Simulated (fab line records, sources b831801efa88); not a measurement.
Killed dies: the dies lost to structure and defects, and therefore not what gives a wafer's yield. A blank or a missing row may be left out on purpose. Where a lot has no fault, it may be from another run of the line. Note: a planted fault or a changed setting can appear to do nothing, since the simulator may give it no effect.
Matching of chambers	flow gf180mcu	GF_SAB_ETCH_11 on rieDiel-03 has 4 sister chambers
The step etches SiO2 in C4F8/O2/Ar, target depth 55 nm, time 8.5 s. 4 wafers are shown with their chamber, then 9 later ones without.

== WAFERS PAIRED WITH THEIR CHAMBERS ==
wafer	chamber	oesProductAu (a.u.)
L924.3	2	0.997
L924.4	1	1.001
L926.5	0	1.012
L927.2	3	1.009

== WAFERS WITH NO CHAMBER GIVEN ==
wafer	oesProductAu (a.u.)
L927.5	0.998
L930.2	0.985
L930.3	0.997
L934.1	0.992
L934.3	1.000
L934.4	1.008
L935.1	1.004
L935.5	1.002
L935.6	1.008

== THE CHAMBER EACH PASSED THROUGH ==
wafer	from the rows above	in truth
L927.5	can't be placed: 2 or 1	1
L930.2	can't be placed: 2 or 1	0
L930.3	can't be placed: 2 or 1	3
L934.1	can't be placed: 2 or 1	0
L934.3	can't be placed: 1 or 2 or 3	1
L934.4	can't be placed: 3 or 0 or 1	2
L935.1	can't be placed: 1 or 3 or 2 or 0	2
L935.5	can't be placed: 1 or 2 or 3 or 0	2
L935.6	can't be placed: 3 or 0 or 1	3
Correctly placed: 0 of 9. Can't be placed from these rows: 9 (the true chamber is among the candidates in 5). Wrongly placed: 0.
How it was worked out, from the rows above alone: a wafer's distance from a chamber is the root of the sum, over the readings, of the square of ((its reading less the chamber's mean) divided by the reading's scatter). If the next closest chamber is less than 2 further off than the closest, the wafer can't be placed; otherwise it belongs to the closest. Each chamber's mean is taken over the wafers shown for it. The scatter (one wafer shown for each chamber): square how far every hidden wafer sits from the nearest shown wafer, average those squares and take the square root.
